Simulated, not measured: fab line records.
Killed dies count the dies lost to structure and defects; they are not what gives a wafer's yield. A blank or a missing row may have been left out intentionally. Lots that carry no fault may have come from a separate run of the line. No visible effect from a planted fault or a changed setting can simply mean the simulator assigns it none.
A struck lot beside a sound one | flow sfq_line | 43 out of 325 route steps
Sound: these wafers, L250.2, L250.3, L250.5. Struck: wafer L261.5 (L261.2, L261.6, from the same lot, were not struck and are left out); the cause is given at the end.
Order at every step that has rows: each side's tool, ch and its chambers, its first start. Under that, the readings that differ: sound wafers | struck wafers | difference of the means | sigmas: that difference in standard deviations of wafers without a fault.
alike: a reading whose means differ by less than 2 such deviations, as well as words and numbers matching on both sides. not compared: withheld readings; readings where some wafer has no value; bounds like >300 that might hide an equal value; numbers whose values overlap and for which the record gives no deviation.
The two part at a step that has a row with sigmas, a row that says differs or no value, or rows on one side only. Numbers that have no deviation but don't overlap get no sigmas and don't part them. A reading missing from all wafers of one side parts the sides only when that side holds two or more wafers.

first, 3 steps without rows for these wafers: SFQ_TRILAYER_M5_LITHO_EXPOSE_124 (exposes mask M5, target cd 700 nm); SFQ_TRILAYER_M5_LITHO_PEB_126 (peb time 60 s); SFQ_TRILAYER_M5_LITHO_DEVELOP_125 (time 60 s).
SFQ_M5_OVL_MEAS_932:
  sound on overlay-01 at day 57 15:59; struck on overlay-01 at day 61 14:50
  alike: M5_OVL
SFQ_TRILAYER_M5_BARC_OPEN_METAL_ETCH_161: etches BARC in O2, target depth 125 nm, time 41.7 s.
  sound on rie_metal-03 ch 0,1, day 57 16:01; struck on rie_metal-03 ch 0, day 61 14:53
  alike: chamber_pressure_mTorr, drypump_motor_current_A, oes_product_au, rf_fwd_power_W
  not compared: rf_hours_counter_h
then, 7 steps without rows for these wafers: SFQ_TRILAYER_M5_ETCH_METAL_ETCH_126 (etches Nb in Cl2/BCl3, stops on SiO2, time 203.2 s, target depth 265 nm); SFQ_TRILAYER_M5_STRIP_STRIP_127 (strips in O2); SFQ_TRILAYER_M5_STRIP_SOLV_CLEAN_128 (cleans in NMP, time 600 s); SFQ_TRILAYER_A5B_DEP_PECVD_129 (deposits SiO2 from SiH4/N2O, time 133.33 s, target thk 600 nm); SFQ_TRILAYER_A5B_CMP_CMP_130 (polishes, stops on Nb, target thk 340.7 nm); SFQ_TRILAYER_A5B_METRO_MEASURE_131; SFQ_TRILAYER_R5_DEP_SPUTTER_132 (material Ti, target thk 5 nm, time 5 s).
SFQ_TRILAYER_R5_DEP_SPUTTER_133: material MoNx, target thk 40 nm, time 66.7 s.
  sound on pvd_sputter-05 at day 57 21:22; struck on pvd_sputter-03 at day 61 21:03
  reading                                               | sound             | struck | difference | sigmas
  model.MoNx_of_TRILAYER_R5_DEP_SPUTTER_133.thk_nm (nm) | 40.28 40.59 40.62 | 16.62  | -23.88     |
  alike: throttle_valve_pct
then, 1 step without rows for these wafers: SFQ_TRILAYER_R5_DEP_SPUTTER_134 (material Ti, target thk 5 nm, time 5 s).
SFQ_R5_RS_MEAS_933: the measuring method here is four-point-probe.
  sound on film_metro-01 at day 57 21:27; struck on film_metro-04 at day 61 21:08
  reading             | sound          | struck | difference | sigmas
  R5_MONX_RS (ohm/sq) | 7.00 6.95 6.92 | 15.65  | +8.69      | +99 or more
SFQ_R5_THK_MEAS_934: measures by xrf.
  sound on film_metro-01 at day 57 21:34; struck on film_metro-04 at day 61 21:15
  reading          | sound          | struck | difference | sigmas
  R5_MONX_THK (nm) | 40.0 40.3 40.6 | 16.4   | -23.9      | -49
then, 6 steps without rows for these wafers: SFQ_TRILAYER_R5_LITHO_COAT_141 (resist thk 62 nm); SFQ_TRILAYER_R5_LITHO_COAT_136 (resist thk 600 nm); SFQ_TRILAYER_R5_LITHO_SOFTBAKE_140; SFQ_TRILAYER_R5_LITHO_EXPOSE_137 (exposes mask R5, target cd 500 nm); SFQ_TRILAYER_R5_LITHO_PEB_139 (peb time 60 s); SFQ_TRILAYER_R5_LITHO_DEVELOP_138 (time 60 s).
-- the record jumps here: 6 days lie between the struck wafers' starts before and after --
SFQ_R5_OVL_MEAS_935:
  sound on overlay-01 at day 64 05:29; struck on overlay-01 at day 67 15:05
  alike: R5_OVL
SFQ_TRILAYER_R5_BARC_OPEN_METAL_ETCH_177: etches BARC in O2, target depth 125 nm, time 41.7 s.
  sound on rie_metal-03 ch 0,1, day 64 05:31; struck on rie_metal-01 ch 0, day 67 15:07
  alike: chamber_pressure_mTorr, drypump_motor_current_A, oes_product_au, rf_fwd_power_W
  not compared: rf_hours_counter_h
then, 1 step without rows for these wafers: SFQ_TRILAYER_R5_ETCH_METAL_ETCH_139 (etches the open film in Cl2, stops on SiO2, target depth 60 nm, time 40 s).
SFQ_TRILAYER_R5_STRIP_STRIP_140: strips in O2.
  sound on rie_metal-03 ch 0,1, day 64 05:38; struck on rie_metal-01 ch 0, day 67 15:14
  alike: chamber_pressure_mTorr, drypump_motor_current_A, oes_product_au
  not compared: rf_hours_counter_h
then, 8 steps without rows for these wafers: SFQ_TRILAYER_R5_STRIP_SOLV_CLEAN_141 (cleans in NMP, time 600 s); SFQ_TRILAYER_A5C_DEP_PECVD_142 (deposits SiO2 from SiH4/N2O, time 15.556 s, target thk 70 nm); SFQ_TRILAYER_I5_LITHO_COAT_149 (resist thk 62 nm); SFQ_TRILAYER_I5_LITHO_COAT_144 (resist thk 650 nm); SFQ_TRILAYER_I5_LITHO_SOFTBAKE_148; SFQ_TRILAYER_I5_LITHO_EXPOSE_145 (exposes mask I5, target cd 700 nm); SFQ_TRILAYER_I5_LITHO_PEB_147 (peb time 60 s); SFQ_TRILAYER_I5_LITHO_DEVELOP_146 (time 60 s).
-- the record jumps here: 6 days lie between the struck wafers' starts before and after --
SFQ_I5_OVL_MEAS_936:
  sound on overlay-02 at day 70 00:05; struck on overlay-02 at day 73 09:34
  alike: I5_OVL
then, 1 step without rows for these wafers: SFQ_TRILAYER_I5_BARC_OPEN_VIA_ETCH_200 (etches BARC in O2, target depth 125 nm, time 41.7 s).
SFQ_TRILAYER_I5_ETCH_VIA_ETCH_147: etches the open film in CHF3, stops on Nb, target depth 360 nm.
  sound on rie_diel-03 ch 0,1, day 70 00:09; struck on rie_diel-03 ch 3, day 73 09:38
  alike: chamber_pressure_mTorr, drypump_motor_current_A, oes_product_au, rf_fwd_power_W
SFQ_TRILAYER_I5_STRIP_STRIP_148: strips in O2.
  sound on rie_metal-03 ch 0, day 70 00:30; struck on rie_metal-03 ch 1, day 73 09:47
  reading                        | sound             | struck | difference | sigmas
  chamber_pressure_mTorr (mTorr) | 50.03 50.02 49.92 | 50.09  | +0.10      | +2
  alike: drypump_motor_current_A, oes_product_au
  not compared: rf_hours_counter_h
then, 4 steps without rows for these wafers: SFQ_TRILAYER_I5_STRIP_SOLV_CLEAN_149 (cleans in NMP, time 600 s); SFQ_TRILAYER_C5_LITHO_COAT_156 (resist thk 62 nm); SFQ_TRILAYER_C5_LITHO_COAT_151 (resist thk 650 nm); SFQ_TRILAYER_C5_LITHO_SOFTBAKE_155.
-- the record jumps here: 17 days lie between the struck wafers' starts before and after --
SFQ_M8_BOW_MEAS_951:
  sound on film_metro-03 at day 85 01:29; struck on film_metro-02 at day 90 02:53
  reading                 | sound             | struck | difference | sigmas
  model.etest.r5.ohm_um   | 13.98 13.88 13.88 | 34.04  | +20.13     |
  model.etest.r5.ohm_sq   | 7.008 6.955 6.95  | 16.98  | +10.01     |
  model.etest.c5.link_ohm | 7.948 7.913 7.904 | 17.96  | +10.04     |
  alike: M8_BOW

== WHERE THEY PART ==
At SFQ_R5_RS_MEAS_933 first; at SFQ_TRILAYER_I5_STRIP_STRIP_148 last (within this record only). Later steps at which nothing parts them and some readings are alike: SFQ_M8_BOW_MEAS_951.

WHY: the cause the simulator had injected
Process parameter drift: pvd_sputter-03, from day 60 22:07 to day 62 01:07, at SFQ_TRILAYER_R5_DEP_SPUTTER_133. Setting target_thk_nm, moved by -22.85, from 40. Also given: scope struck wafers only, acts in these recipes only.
